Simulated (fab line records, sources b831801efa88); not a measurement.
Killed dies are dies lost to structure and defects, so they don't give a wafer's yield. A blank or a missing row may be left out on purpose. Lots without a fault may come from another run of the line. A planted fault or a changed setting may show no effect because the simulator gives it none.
Split-lot experiment | flow sfq_line | 5 lots, 23 wafers read, on a route of 325 steps

THE SPLIT
At SFQ_TRILAYER_L0_DEP_SPUTTER_003 (material MoNx KI, target thk 40 nm, time 100 s), the setting time_s was moved away from the recipe's 100 s on 9 of the 23 wafers read, by -12.4% to +12.9%. The other wafers ran this setting at the recipe's value.

FROM THE SPLIT TO THE READING: what the file shows between them, 6 steps
- SFQ_L0_RS_MEAS_901: measures by four-point-probe
- SFQ_L0_THK_MEAS_902: measures by xrf
- SFQ_TRILAYER_L0_LITHO_EXPOSE_006: exposes mask L0, target cd 2000 nm (also split here: dose_mj)
- SFQ_TRILAYER_L0_LITHO_PEB_008: peb time 60 s
- SFQ_TRILAYER_L0_LITHO_DEVELOP_007: time 60 s
- SFQ_TRILAYER_L0_BARC_OPEN_METAL_ETCH_010: etches BARC in O2, target depth 125 nm, time 41.7 s

THE READING
oes_product_au, in a.u., at SFQ_TRILAYER_L0_ETCH_METAL_ETCH_008 (etches MoNx KI in SF6/O2, stops on SiO2, target depth 50 nm, time 25 s). Fault-free wafers of this fab line usually give 0.873 a.u., standard deviation 0.01 a.u..

wafer  | tool, chamber at the split | time_s as run, s | against the recipe | oes_product_au, a.u. | against lot-mates on the recipe
L075.1 | pvd_sputter-05, -          | 105.4            | +5.4%              | 0.910                | +0.026
L075.3 | pvd_sputter-05, -          | 100              | recipe             | 0.884                | -
L075.4 | pvd_sputter-05, -          | 105.4            | +5.4%              | 0.888                | +0.004
L075.5 | pvd_sputter-05, -          | 100              | recipe             | 0.882                | -
L075.6 | pvd_sputter-05, -          | 100              | recipe             | 0.885                | -
L076.1 | pvd_sputter-05, -          | 100              | recipe             | 0.860                | -
L076.2 | pvd_sputter-05, -          | 100              | recipe             | 0.877                | -
L076.3 | pvd_sputter-05, -          | 112.9            | +12.9%             | 0.946                | +0.081
L076.5 | pvd_sputter-05, -          | 112.9            | +12.9%             | 0.947                | +0.082
L076.6 | pvd_sputter-05, -          | 100              | recipe             | 0.858                | -
L077.1 | pvd_sputter-05, -          | 100              | recipe             | 0.881                | -
L077.2 | pvd_sputter-05, -          | 106.5            | +6.5%              | 0.876                | -0.003
L077.3 | pvd_sputter-05, -          | 106.5            | +6.5%              | 0.908                | +0.029
L077.4 | pvd_sputter-05, -          | 100              | recipe             | 0.876                | -
L077.6 | pvd_sputter-05, -          | 106.5            | +6.5%              | 0.894                | +0.015
L080.1 | pvd_sputter-05, -          | 87.6             | -12.4%             | 0.816                | -0.046
L080.2 | pvd_sputter-05, -          | 100              | recipe             | 0.863                | -
L080.3 | pvd_sputter-05, -          | 100              | recipe             | 0.868                | -
L080.5 | pvd_sputter-05, -          | 100              | recipe             | 0.855                | -
L080.6 | pvd_sputter-05, -          | 87.6             | -12.4%             | 0.810                | -0.052
L082.3 | pvd_sputter-03, -          | 100              | recipe             | 0.874                | -
L082.5 | pvd_sputter-03, -          | 100              | recipe             | 0.887                | -
L082.6 | pvd_sputter-03, -          | 100              | recipe             | 0.871                | -

THE FIT
A straight line over all 23 wafers: oes_product_au changes by +0.00493 a.u. for each +1% of time_s; r = +0.93; the points scatter about the line by 0.012 a.u..
The same after taking each lot's own level away (the mean of its wafers on the recipe; 23 wafers): +0.00456 a.u. for each +1%; r = +0.91; scatter 0.012 a.u..
On that fit, the largest move of time_s shifts the reading by 0.059 a.u..
The lots' own levels span 0.8620 to 0.8837 a.u., that is 2.2 times the standard deviation above.
So the lot-to-lot level changes the slope little: the two slopes agree.
Check: with one of the wafers moved furthest among these (+12.9%) left out of the fit, the line predicts +0.0526 a.u. for it against its lot-mates. It came out at +0.081 a.u. against them.

OTHER SPLITS ON THESE WAFERS
These wafers also went through other splits before the reading. Each is held against what the fit with the lots' levels taken away leaves over:
other split on the same wafers           | wafers away from the commonest value | r with oes_product_au (lot level and that fit taken away)
SFQ_TRILAYER_L0_LITHO_EXPOSE_006 dose_mj | 9                                    | +0.16

THE WHOLE CHAIN: every reading that the file lists as answering this split, in the file's order
step                                | what it does                                                           | reading                                                                                        | change (the file's fit)                   | r (the file's)
SFQ_TRILAYER_L0_DEP_SPUTTER_003     | material MoNx KI, target thk 40 nm, time 100 s                         | MoNx_KI_of_TRILAYER_L0_DEP_SPUTTER_003.thk_nm (the simulator's own value, which no gauge read) | +0.367 nm for each +1% of the setting     | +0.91
SFQ_L0_RS_MEAS_901                  | measures by four-point-probe                                           | L0_MONX_KI_RS                                                                                  | -0.391 for each +1% of the setting        | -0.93
SFQ_L0_THK_MEAS_902                 | measures by xrf                                                        | L0_MONX_KI_THK                                                                                 | +0.37 for each +1% of the setting         | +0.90
SFQ_TRILAYER_L0_ETCH_METAL_ETCH_008 | etches MoNx KI in SF6/O2, stops on SiO2, target depth 50 nm, time 25 s | oes_product_au                                                                                 | +0.00468 a.u. for each +1% of the setting | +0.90

THE FILE'S OWN FIT
oes_product_au changes by +0.00468 a.u. for each +1% of time_s, r = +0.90.
